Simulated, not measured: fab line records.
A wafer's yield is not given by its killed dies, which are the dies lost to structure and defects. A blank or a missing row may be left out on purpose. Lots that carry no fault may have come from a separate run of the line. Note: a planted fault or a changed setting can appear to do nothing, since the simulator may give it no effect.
fab line records	flow sky130	part 1 of 2: steps 1 to 44 of 45
[record] lots = 6	wafers = 18	last-day = 50
route steps=708 shown SONOS_TUNNEL@156 SONOS_ONO@168 GATE_OXIDE@187 METAL1@451 PAD_OPEN@708
lots untouched by any fault: they come from a run of this same line in which no faults occurred
start-h: hours from the record's opening day to when the first of the lot's shown wafers began	wait-h: hours elapsed since this lot's preceding step	" same as the row above	L1.1+2: one row covering several wafers at once	- no value, or no start was given	* or withheld: withheld	< > ~ a bound
route shown NAME@n: a module of which the file shows steps, and the number in the route of the first	usual: mean/standard deviation of fault-free wafers	same: alike in all rows	chamber/n: place in a boat	sites: each site's reading	_std_site: standard deviation of those values	_edge_site: the outer-site mean with the inner-site mean subtracted	radius-mm: how far each site lies from the wafer's centre	mask NAME#n: copy n	behind: the last tool/chamber to shape the wafer	hold: the reason the lot was held/the length of the hold in hours/how it ended	device: whichever transistor did not switch (one of n, p or np)	end of line: the route-end tests of the same wafers	for a step that has no rows: nothing shown but its recipe	killed: count of dies lost to structure and defects at first sort (not the wafer's yield)	map: a wafer's dies, x killed, . not, _ none there
set.NAME: the setting that was run; set.NAME@STEP: the one run at that earlier step	model.NAME: the simulator's own value behind a step, which no gauge read
lots seen at some steps along the route; tables by step, rows by wafer
services: from which hour (start-h, from the record's first day; less than 0 if before it) a tool's chamber was out of use, for how many hours, and why
[[steps]]
[step SKY_SONOS_TUNNEL_COAT_02]
[recipe] resist = NOVOLAK	spin-rpm = 3000	resist-thk-nm = 1140
[step SKY_SONOS_TUNNEL_SOFTBAKE_03]
[recipe] temp-c = 90	time-s = 60	resist = NOVOLAK
[step SKY_SONOS_TUNNEL_EXPOSE_04]
[recipe] mask-id = TUNM	na = 0.6	source-shape = conventional	sigma-outer = 0.6	polarization = unpolarized	target-cd-nm = 410	dose-mj = 136
[step SKY_SONOS_TUNNEL_PEB_05]
[recipe] temp-c = withheld	time-s = *	resist = NOVOLAK
[step SKY_SONOS_TUNNEL_DEVELOP_06]
[recipe] resist = NOVOLAK	developer = TMAH	develop-time-s = 60	dev-temp-c = 23
[step SKY_SONOS_TUNNEL_CD_MEAS_07]
[recipe] target-cd-nm = 410
[usual] cd-nm = 410.0/1.9
lot.wafer	tool	chamber	start-h	wait-h	cd-nm
L523.1	cd-sem-01	-	264.96	0.1	412.6
L523.4	"	-	"	"	411.0
L523.5	"	-	"	"	411.1
L529.2	cd-sem-02	-	323.31	0.1	408.6
L529.4	"	-	"	"	412.0
L529.6	"	-	"	"	408.5
L535.1	cd-sem-01	-	366.12	0.1	411.4
L535.3	"	-	"	"	409.4
L535.6	"	-	"	"	413.0
L538.1	cd-sem-02	-	391.04	0.1	412.0
L538.2	"	-	"	"	412.2
L538.3	"	-	"	"	412.2
L539.2	cd-sem-02	-	402.81	0.1	410.0
L539.3	"	-	"	"	410.5
L539.4	"	-	"	"	410.5
L543.4	cd-sem-01	-	447.03	0.1	407.4
L543.5	"	-	"	"	406.7
L543.6	"	-	"	"	407.0
[step SKY_SONOS_TUNNEL_OVL_MEAS_08]
[usual] SONOS_TUNNEL_OVL = -0.2/1.3
lot.wafer	tool	chamber	start-h	wait-h	SONOS_TUNNEL_OVL[nm]
L523.1	overlay-02	-	265.08	0.1	0.4
L523.4	"	-	"	"	1.4
L523.5	"	-	"	"	0.9
L529.2	overlay-02	-	323.41	0.1	0.3
L529.4	"	-	"	"	-0.3
L529.6	"	-	"	"	-1.0
L535.1	overlay-02	-	366.24	0.1	0.8
L535.3	"	-	"	"	0.1
L535.6	"	-	"	"	0.0
L538.1	overlay-01	-	391.16	0.1	-0.9
L538.2	"	-	"	"	0.2
L538.3	"	-	"	"	0.3
L539.2	overlay-01	-	402.91	0.1	-1.5
L539.3	"	-	"	"	-0.9
L539.4	"	-	"	"	-1.8
L543.4	overlay-01	-	447.11	0.1	-2.2
L543.5	"	-	"	"	-3.0
L543.6	"	-	"	"	-2.5
[step SKY_SONOS_TUNNEL_IMPLANT_09]
[recipe] species = B	energy-kev = 20	dose-cm2 = 1e+12	tilt-deg = withheld
[step SKY_SONOS_TUNNEL_WET_ETCH_10]
[recipe] chemistry = dHF	target-depth-nm = 14	target = SiO2	dilution = 100:1	temp-c = 25	time-s = 280
[step SKY_SONOS_TUNNEL_STRIP_11]
[recipe] chemistry = SPM	time-s = 600	temp-c = 130
[step SKY_SONOS_TUNNEL_TW_MEAS_12]
[usual] SONOS_TUNNEL_TW = 197.5/0.99
lot.wafer	tool	chamber	start-h	wait-h	SONOS_TUNNEL_TW
L523.1	film-metro-02	-	265.53	0.0	197.9
L523.4	"	-	"	"	197.5
L523.5	"	-	"	"	198.5
L529.2	film-metro-03	-	324.17	0.0	196.9
L529.4	"	-	"	"	196.0
L529.6	"	-	"	"	196.1
L535.1	film-metro-04	-	366.69	0.0	196.6
L535.3	"	-	"	"	198.4
L535.6	"	-	"	"	197.2
L538.1	film-metro-03	-	391.60	0.0	197.2
L538.2	"	-	"	"	197.8
L538.3	"	-	"	"	196.7
L539.2	film-metro-03	-	403.38	0.0	197.8
L539.3	"	-	"	"	196.2
L539.4	"	-	"	"	198.0
L543.4	film-metro-04	-	447.57	0.0	196.1
L543.5	"	-	"	"	197.1
L543.6	"	-	"	"	195.4
[step SKY_SONOS_TUNNEL_CLEAN_13]
[recipe] chemistry = dHF	time-s = 20	dilution = 100:1	dry = ipa-marangoni
[step SKY_SONOS_ONO_OXIDATION_00]
[recipe] temp-c = 800	ambient = O2	idle-temp-c = 700	ramp-up-c-per-min = 10	ramp-down-c-per-min = 3	stabilise-s = 600	purge-s = 300	target-thk-a = 26	ox-time-s = 1249
[usual] spike-tc-centre-C = 800.0/1.2	spike-tc-top-C = 816.4/2	spike-tc-upper-C = 799.4/1.1	zone-power-upper-pct = 13.8/0.53
lot.wafer	tool	chamber	start-h	wait-h	spike-tc-centre-C	spike-tc-top-C	spike-tc-upper-C	zone-power-upper-pct	model.SiO2_of_SONOS_ONO_OXIDATION_00.thk-nm
L523.1	furnace-02	0	265.91	0.3	800.5	813.8	801.2	13.0	2.734
L523.4	"	0	"	"	800.3	813.2	798.1	13.3	2.744
L523.5	"	0	"	"	800.1	814.8	798.7	13.2	2.739
L529.2	furnace-01	0	324.38	0.1	800.9	819.7	798.5	14.2	2.542
L529.4	"	0	"	"	800.7	818.1	800.8	14.5	2.513
L529.6	"	0	"	"	799.4	815.9	800.3	14.3	2.547
L535.1	furnace-02	0	367.22	0.5	802.3	821.0	766.0	3.4	2.556
L535.3	"	0	"	"	803.5	818.8	766.9	3.4	2.563
L535.6	"	0	"	"	803.3	820.0	765.9	3.4	2.519
L538.1	furnace-02	0	394.13	2.4	804.9	819.9	764.7	3.4	2.57
L538.2	"	0	"	"	803.1	818.8	766.2	3.3	2.524
L538.3	"	0	"	"	804.5	819.2	765.6	3.4	2.474
L539.2	furnace-01	0	404.02	0.6	800.8	817.6	798.0	14.2	2.548
L539.3	"	0	"	"	802.1	818.1	800.2	14.2	2.517
L539.4	"	0	"	"	800.2	818.4	801.7	14.1	2.519
L543.4	furnace-01	0	447.62	0.0	801.6	818.5	799.1	14.3	2.572
L543.5	"	0	"	"	800.8	817.9	799.4	14.3	2.581
L543.6	"	0	"	"	800.2	818.4	799.5	14.3	2.564
[step SKY_SONOS_ONO_THK_MEAS_01]
[recipe] reads = SiO2_of_SONOS_ONO_OXIDATION_00
[usual] SONOS_ONO_OXIDATION_THK = 2.61/0.065
lot.wafer	tool	chamber	start-h	wait-h	SONOS_ONO_OXIDATION_THK[nm]
L523.1	film-metro-01	-	267.26	0.0	2.77
L523.4	"	-	"	"	2.74
L523.5	"	-	"	"	2.74
L529.2	film-metro-03	-	325.74	0.0	2.50
L529.4	"	-	"	"	2.56
L529.6	"	-	"	"	2.52
L535.1	film-metro-04	-	368.57	0.0	2.63
L535.3	"	-	"	"	2.54
L535.6	"	-	"	"	2.52
L538.1	film-metro-01	-	395.48	0.0	2.58
L538.2	"	-	"	"	2.52
L538.3	"	-	"	"	2.49
L539.2	film-metro-01	-	405.38	0.0	2.52
L539.3	"	-	"	"	2.42
L539.4	"	-	"	"	2.53
L543.4	film-metro-04	-	448.99	0.0	2.53
L543.5	"	-	"	"	2.59
L543.6	"	-	"	"	2.63
[step SKY_SONOS_ONO_CVD_02]
[recipe] material = Si3N4	precursor = DCS/NH3	target-thk-nm = 10.5	temp-c = 770	time-s = 180	pressure-mtorr = 250
[step SKY_SONOS_ONO_THK_MEAS_03]
[recipe] reads = Si3N4_of_SONOS_ONO_CVD_02
[usual] SONOS_ONO_CVD_02_THK = 10.56/0.13
lot.wafer	tool	chamber	start-h	wait-h	SONOS_ONO_CVD_02_THK[nm]
L523.1	film-metro-03	-	270.73	0.0	10.77
L523.4	"	-	"	"	10.75
L523.5	"	-	"	"	10.74
L529.2	film-metro-01	-	328.83	0.0	10.71
L529.4	"	-	"	"	10.66
L529.6	"	-	"	"	10.65
L535.1	film-metro-03	-	372.26	0.0	10.53
L535.3	"	-	"	"	10.76
L535.6	"	-	"	"	10.69
L538.1	film-metro-03	-	396.98	0.0	10.83
L538.2	"	-	"	"	10.65
L538.3	"	-	"	"	10.69
L539.2	film-metro-04	-	406.49	0.0	10.41
L539.3	"	-	"	"	10.60
L539.4	"	-	"	"	10.64
L543.4	film-metro-04	-	450.85	0.0	10.45
L543.5	"	-	"	"	10.46
L543.6	"	-	"	"	10.40
[step SKY_SONOS_ONO_CVD_04]
[recipe] material = SiO2	precursor = SiH4/N2O	target-thk-nm = 5.7199	temp-c = 900	pressure-mtorr = 400
[step SKY_SONOS_ONO_THK_MEAS_05]
[recipe] reads = SiO2_of_SONOS_ONO_CVD_04
[usual] SONOS_ONO_CVD_04_THK = 5.77/0.096
lot.wafer	tool	chamber	start-h	wait-h	SONOS_ONO_CVD_04_THK[nm]
L523.1	film-metro-01	-	272.04	0.0	5.77
L523.4	"	-	"	"	5.90
L523.5	"	-	"	"	5.76
L529.2	film-metro-04	-	330.14	0.0	5.68
L529.4	"	-	"	"	5.80
L529.6	"	-	"	"	5.73
L535.1	film-metro-03	-	373.57	0.0	5.76
L535.3	"	-	"	"	5.66
L535.6	"	-	"	"	5.61
L538.1	film-metro-03	-	398.29	0.0	5.70
L538.2	"	-	"	"	5.78
L538.3	"	-	"	"	5.80
L539.2	film-metro-04	-	407.80	0.0	5.71
L539.3	"	-	"	"	5.75
L539.4	"	-	"	"	5.73
L543.4	film-metro-03	-	452.36	0.0	5.81
L543.5	"	-	"	"	5.80
L543.6	"	-	"	"	5.77
[step SKY_SONOS_ONO_DEHYDRATE_06]
[recipe] temp-c = 200	time-s = 60
[step SKY_SONOS_ONO_HMDS_07]
[recipe] prime-time-s = 60	prime-temp-c = 120
[step SKY_SONOS_ONO_COAT_08]
[recipe] resist = NOVOLAK	spin-rpm = 3000	resist-thk-nm = 1140
[step SKY_SONOS_ONO_SOFTBAKE_09]
[recipe] temp-c = 90	time-s = 60	resist = NOVOLAK
[step SKY_SONOS_ONO_EXPOSE_10]
[recipe] mask-id = ONOM	target-cd-nm = 410	na = 0.6	source-shape = conventional	sigma-outer = 0.6	dose-mj = 150
[step SKY_SONOS_ONO_PEB_11]
[recipe] temp-c = withheld	time-s = *	resist = NOVOLAK
[step SKY_SONOS_ONO_DEVELOP_12]
[recipe] develop-time-s = 60	dev-temp-c = 23
[step SKY_SONOS_ONO_CD_MEAS_13]
[recipe] target-cd-nm = 410
[usual] cd-nm = 410.0/2.5
lot.wafer	tool	chamber	start-h	wait-h	cd-nm
L523.1	cd-sem-01	-	297.52	0.1	408.7
L523.4	"	-	"	"	405.7
L523.5	"	-	"	"	405.4
L529.2	cd-sem-01	-	357.19	0.1	412.4
L529.4	"	-	"	"	413.8
L529.6	"	-	"	"	413.6
L535.1	cd-sem-01	-	401.67	0.1	409.0
L535.3	"	-	"	"	409.2
L535.6	"	-	"	"	409.3
L538.1	cd-sem-01	-	428.06	0.1	415.0
L538.2	"	-	"	"	415.7
L538.3	"	-	"	"	414.4
L539.2	cd-sem-02	-	437.81	0.1	413.7
L539.3	"	-	"	"	412.6
L539.4	"	-	"	"	410.5
L543.4	cd-sem-02	-	482.87	0.1	407.6
L543.5	"	-	"	"	407.9
L543.6	"	-	"	"	405.6
[step SKY_SONOS_ONO_OVL_MEAS_14]
[usual] SONOS_ONO_OVL = -1.0/1.7
lot.wafer	tool	chamber	start-h	wait-h	SONOS_ONO_OVL[nm]
L523.1	overlay-01	-	297.64	0.1	-1.7
L523.4	"	-	"	"	-2.4
L523.5	"	-	"	"	-2.9
L529.2	overlay-02	-	357.30	0.1	2.7
L529.4	"	-	"	"	1.8
L529.6	"	-	"	"	2.5
L535.1	overlay-01	-	401.79	0.1	-2.6
L535.3	"	-	"	"	-1.8
L535.6	"	-	"	"	-1.8
L538.1	overlay-02	-	428.18	0.1	0.1
L538.2	"	-	"	"	-0.2
L538.3	"	-	"	"	1.4
L539.2	overlay-02	-	437.91	0.1	-0.7
L539.3	"	-	"	"	-1.5
L539.4	"	-	"	"	-2.1
L543.4	overlay-01	-	482.95	0.1	-1.1
L543.5	"	-	"	"	-2.3
L543.6	"	-	"	"	-0.4
[step SKY_SONOS_ONO_ETCH_15]
[recipe] target-depth-nm = 19.52	chemistry = CHF3/O2	source-w = 600	bias-w = 200	pressure-mtorr = 40	chf3-flow-sccm = 50	O2_flow_sccm = 5	time-s = 7.8
[usual] drypump-motor-current-A = 5.5/0.55	oes-product-au = 0.997/0.011	throttle-valve-pct = 8.825/0.0088
lot.wafer	tool	chamber	start-h	wait-h	drypump-motor-current-A	oes-product-au	rf-hours-counter-h	throttle-valve-pct
L523.1	rie-diel-04	0	297.68	0.0	6.4	0.995	68	8.837
L523.4	"	2	"	"	4.6	0.994	114	8.797
L523.5	"	3	"	"	5.8	1.005	-	8.828
L529.2	rie-diel-01	2	357.33	0.0	5.9	1.007	7	8.826
L529.4	"	0	"	"	5.0	0.978	87	8.819
L529.6	"	3	"	"	6.0	0.996	-	8.820
L535.1	rie-diel-04	1	401.83	0.0	4.8	0.971	61	8.812
L535.3	"	0	"	"	6.3	0.993	70	8.825
L535.6	"	3	"	"	5.8	0.997	-	8.833
L538.1	rie-diel-04	3	428.22	0.0	5.8	1.006	33	8.835
L538.2	"	0	"	"	6.4	0.982	70	8.825
L538.3	"	1	"	"	4.8	0.982	62	8.834
L539.2	rie-diel-03	3	437.94	0.0	4.7	0.989	11	8.818
L539.3	"	1	"	"	5.8	0.989	16	8.835
L539.4	"	2	"	"	6.1	0.996	94	8.835
L543.4	rie-diel-03	1	482.97	0.0	5.8	0.991	17	8.827
L543.5	"	2	"	"	6.1	0.967	-	8.816
L543.6	"	3	"	"	4.7	1.006	-	8.829
[step SKY_SONOS_ONO_WET_ETCH_16]
[recipe] chemistry = dHF	target-depth-nm = 14	dry = n2-spin	target = SiO2	dilution = 100:1	temp-c = 25	time-s = 280
[step SKY_SONOS_ONO_STRIP_17]
[recipe] chemistry = O2/N2	power-w = 1400	pressure-mtorr = 1500	platen-temp-c = withheld	o2-flow-sccm = 3000	n2-flow-sccm = 300	overash-fraction = 0.5
[usual] drypump-motor-current-A = 5.9/0.33	oes-product-au = 0.710/0.0049	strip-time-to-endpoint-s = 14.09/0.044
lot.wafer	tool	chamber	start-h	wait-h	drypump-motor-current-A	oes-product-au	rf-hours-counter-h	strip-time-to-endpoint-s
L523.1	plasma-asher-03	1	297.79	0.0	6.4	0.718	16	14.13
L523.4	"	1	"	"	6.4	0.707	-	14.15
L523.5	"	1	"	"	6.4	0.710	-	14.13
L529.2	plasma-asher-04	0	357.43	0.0	5.6	0.713	72	14.13
L529.4	"	1	"	"	6.0	0.717	-	14.17
L529.6	"	1	"	"	6.0	0.713	-	14.16
L535.1	plasma-asher-04	1	401.94	0.0	5.9	0.715	77	14.09
L535.3	"	1	"	"	5.9	0.710	-	14.07
L535.6	"	1	"	"	5.9	0.714	-	14.06
L538.1	plasma-asher-03	0	428.33	0.0	5.4	0.708	29	14.06
L538.2	"	1	"	"	6.4	0.719	29	14.12
L538.3	"	1	"	"	6.4	0.717	-	14.13
L539.2	plasma-asher-03	0	438.05	0.0	5.4	0.708	30	14.10
L539.3	"	0	"	"	5.4	0.711	-	14.09
L539.4	"	1	"	"	6.4	0.711	-	14.07
L543.4	plasma-asher-04	1	483.11	0.0	5.9	0.717	-	14.13
L543.5	"	0	"	"	5.6	0.716	-	14.09
L543.6	"	1	"	"	5.9	0.709	-	14.12
[step SKY_SONOS_ONO_WET_ETCH_18]
[recipe] chemistry = H3PO4	target-depth-nm = 15	target = Si3N4	temp-c = 160	time-s = 172
[step SKY_GATE_OXIDE_CLEAN_00]
[recipe] chemistry = SC1/SC2	mix = 1:4:20	temp-c = 70	time-s = 150	dry = n2-spin
[step SKY_GATE_OXIDE_OXIDATION_01]
[recipe] temp-c = 900	ambient = O2	stabilise-s = 600	purge-s = 300	target-thk-a = 102.68	ox-time-s = 1473
[step SKY_GATE_OXIDE_THK_MEAS_02]
[recipe] reads = SiO2_of_GATE_OXIDE_OXIDATION_01
[usual] GATE_OXIDE_OXIDATION_00_THK = 10.32/0.2
lot.wafer	tool	chamber	start-h	wait-h	GATE_OXIDE_OXIDATION_00_THK[nm]
L523.1	film-metro-03	-	301.32	0.0	10.44
L523.4	"	-	"	"	10.53
L523.5	"	-	"	"	10.58
L529.2	film-metro-01	-	360.98	0.0	10.50
L529.4	"	-	"	"	10.15
L529.6	"	-	"	"	10.36
L535.1	film-metro-03	-	404.44	0.0	10.51
L535.3	"	-	"	"	10.61
L535.6	"	-	"	"	10.27
L538.1	film-metro-02	-	430.76	0.0	10.10
L538.2	"	-	"	"	10.08
L538.3	"	-	"	"	10.04
L539.2	film-metro-03	-	439.74	0.0	10.28
L539.3	"	-	"	"	10.35
L539.4	"	-	"	"	10.32
L543.4	film-metro-03	-	484.75	0.0	10.73
L543.5	"	-	"	"	10.45
L543.6	"	-	"	"	10.59
[step SKY_GATE_OXIDE_DEHYDRATE_03]
[recipe] temp-c = 200	time-s = 60
[step SKY_GATE_OXIDE_HMDS_04]
[recipe] prime-time-s = 60	prime-temp-c = 120
[step SKY_GATE_OXIDE_COAT_05]
[recipe] resist = NOVOLAK	spin-rpm = 3000	resist-thk-nm = 1140
[step SKY_GATE_OXIDE_SOFTBAKE_06]
[recipe] temp-c = 90	time-s = 60	resist = NOVOLAK
[step SKY_GATE_OXIDE_EXPOSE_07]
[recipe] mask-id = LVOM	na = 0.6	source-shape = conventional	sigma-outer = 0.6	polarization = unpolarized	target-cd-nm = 600	dose-mj = 170
[step SKY_GATE_OXIDE_PEB_08]
[recipe] temp-c = withheld	time-s = *	resist = NOVOLAK
[step SKY_GATE_OXIDE_DEVELOP_09]
[recipe] resist = NOVOLAK	developer = TMAH	develop-time-s = 60	dev-temp-c = 23
[step SKY_GATE_OXIDE_OVL_MEAS_10]
[usual] GATE_OXIDE_OVL = 0.5/1.5
lot.wafer	tool	chamber	start-h	wait-h	GATE_OXIDE_OVL[nm]
L523.1	overlay-01	-	327.71	0.1	-0.2
L523.4	"	-	"	"	1.0
L523.5	"	-	"	"	0.4
L529.2	overlay-01	-	389.43	0.1	-0.4
L529.4	"	-	"	"	0.2
L529.6	"	-	"	"	-2.0
L535.1	overlay-01	-	434.46	0.1	-1.6
L535.3	"	-	"	"	-1.9
L535.6	"	-	"	"	-1.7
L538.1	overlay-01	-	461.87	0.1	-0.8
L538.2	"	-	"	"	1.1
L538.3	"	-	"	"	0.9
L539.2	overlay-02	-	470.61	0.1	2.8
L539.3	"	-	"	"	0.8
L539.4	"	-	"	"	1.7
L543.4	overlay-02	-	516.04	0.1	1.9
L543.5	"	-	"	"	0.6
L543.6	"	-	"	"	0.3
[step SKY_METAL1_DESCUM_17]
[recipe] chemistry = O2	source-power-w = 150	bias-power-w = 0	pressure-mtorr = 10	temp-c = 40	time-s = 8
[usual] drypump-motor-current-A = 5.7/0.39	oes-product-au = 0.999/0.0089
lot.wafer	tool	chamber	start-h	wait-h	drypump-motor-current-A	oes-product-au	rf-hours-counter-h	model.METAL1.cd-nm
L523.1	rie-metal-03	0	776.88	0.0	6.3	1.017	6	139
L523.4	"	0	"	"	6.3	1.013	-	141.5
L523.5	"	0	"	"	6.3	1.006	-	140.3
L529.2	rie-metal-03	0	837.68	0.0	6.3	1.020	8	139.4
L529.4	"	1	"	"	5.7	1.010	-	140.8
L529.6	"	1	"	"	5.7	1.001	-	140.3
L535.1	rie-metal-01	0	896.84	0.0	5.9	1.001	7	160.7
L535.3	"	0	"	"	5.9	0.992	-	159.8
L535.6	"	1	"	"	5.8	1.001	-	158.6
L538.1	rie-metal-01	1	898.18	0.0	5.8	0.990	6	160.6
L538.2	"	0	"	"	5.9	1.010	7	163.3
L538.3	"	1	"	"	5.8	0.995	-	163.4
L539.2	rie-metal-01	0	906.88	0.0	5.8	1.002	7	145
L539.3	"	1	"	"	5.8	0.992	-	143.7
L539.4	"	0	"	"	5.8	0.998	-	143
L543.4	rie-metal-02	1	945.25	0.0	5.8	0.996	-	139.5
L543.5	"	1	"	"	5.8	1.001	-	139.3
L543.6	"	1	"	"	5.8	0.996	-	138.3
[step SKY_METAL1_METAL_ETCH_19]
[recipe] target-depth-a = 3600	stop-on = SiO2	over-etch-frac = 0.3	time-s = 78	chemistry = Cl2/BCl3	resist-sidewall-deg = 88	pressure-mtorr = 10	icp-w = 900	bias-w = 48.5	Cl2_flow_sccm = 60	bcl3-flow-sccm = 30
[usual] drypump-motor-current-A = 5.7/0.39	oes-product-au = 0.855/0.0055	throttle-valve-pct = 22.265/0.0087
lot.wafer	tool	chamber	start-h	wait-h	drypump-motor-current-A	oes-product-au	rf-hours-counter-h	throttle-valve-pct	model.METAL1.cd-nm
L523.1	rie-metal-03	0	776.97	0.0	6.3	0.846	6	22.253	139.6
L523.4	"	0	"	"	6.3	0.846	-	22.244	143.6
L523.5	"	0	"	"	6.3	0.860	-	22.253	140.5
L529.2	rie-metal-03	0	837.77	0.0	6.3	0.855	8	22.259	140.4
L529.4	"	1	"	"	5.7	0.858	-	22.255	146.5
L529.6	"	1	"	"	5.7	0.858	-	22.264	145.3
L535.1	rie-metal-01	0	896.94	0.0	5.9	0.858	7	22.271	161.7
L535.3	"	0	"	"	5.8	0.859	-	22.270	160.4
L535.6	"	1	"	"	5.8	0.854	-	22.258	157.9
L538.1	rie-metal-01	1	898.27	0.0	5.8	0.859	6	22.253	160.4
L538.2	"	0	"	"	5.8	0.866	7	22.277	164.1
L538.3	"	1	"	"	5.8	0.860	-	22.250	162.8
L539.2	rie-metal-01	0	906.97	0.0	5.9	0.859	8	22.282	146.6
L539.3	"	1	"	"	5.8	0.867	-	22.272	144.7
L539.4	"	0	"	"	5.9	0.856	-	22.272	145.5
L543.4	rie-metal-02	1	945.50	0.1	5.8	0.854	-	22.259	137.7
L543.5	"	1	"	"	5.8	0.860	-	22.267	137.4
L543.6	"	1	"	"	5.8	0.861	-	22.261	137.4
[[key]]
[first-sign] step = SKY_SONOS_ONO_OXIDATION_00	reading = spike-tc-upper-C	direction = down	sigmas = 31	usual = 799.4	struck = 765.9
[effect] step = SKY_SONOS_ONO_OXIDATION_00	reading = zone-power-upper-pct	direction = down	sigmas = 20	usual = 13.8	struck = 3.4
[model-effect] step = SKY_SONOS_ONO_OXIDATION_00	value = SiO2_of_SONOS_ONO_OXIDATION_00.thk-nm	without = 2.598	struck = 2.534
[model-effect] step = SKY_METAL1_DESCUM_17	value = METAL1.cd-nm	without = 140.6	struck = 161.1
[model-effect] step = SKY_METAL1_METAL_ETCH_19	value = METAL1.cd-nm	without = 140.8	struck = 161.2
[model-effect] step = SKY_PAD_OPEN_PROBE_99	value = etest.met1.width-nm	without = 140	struck = 160.4
met-at SKY_SONOS_ONO_OXIDATION_00
struck-wafers L535.1,L535.3,L535.6,L538.1,L538.2,L538.3
tester-left-out L535,L538
[loop-trim] step = SKY_METAL1_EXPOSE_12	setting = dose	lots = L535,L538
onset-between 265.91 367.22
[fault] kind = process-parameter-drift	tool = furnace-02	chamber = -	onset-h = 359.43	steps = SKY_SONOS_ONO_OXIDATION_00	channel = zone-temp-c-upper	offset = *	shape = step	end-h = 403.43
// tester-left-out: of these lots the tester's yield and bins aren't shown, on N5 and GAA mostly nor the transistor test; their killed dies are dies lost to structure and defects alone, not to doping, threshold or leakage, so they don't give the yield
// loop-trim: a control loop set the setting to another value than it would have without faults
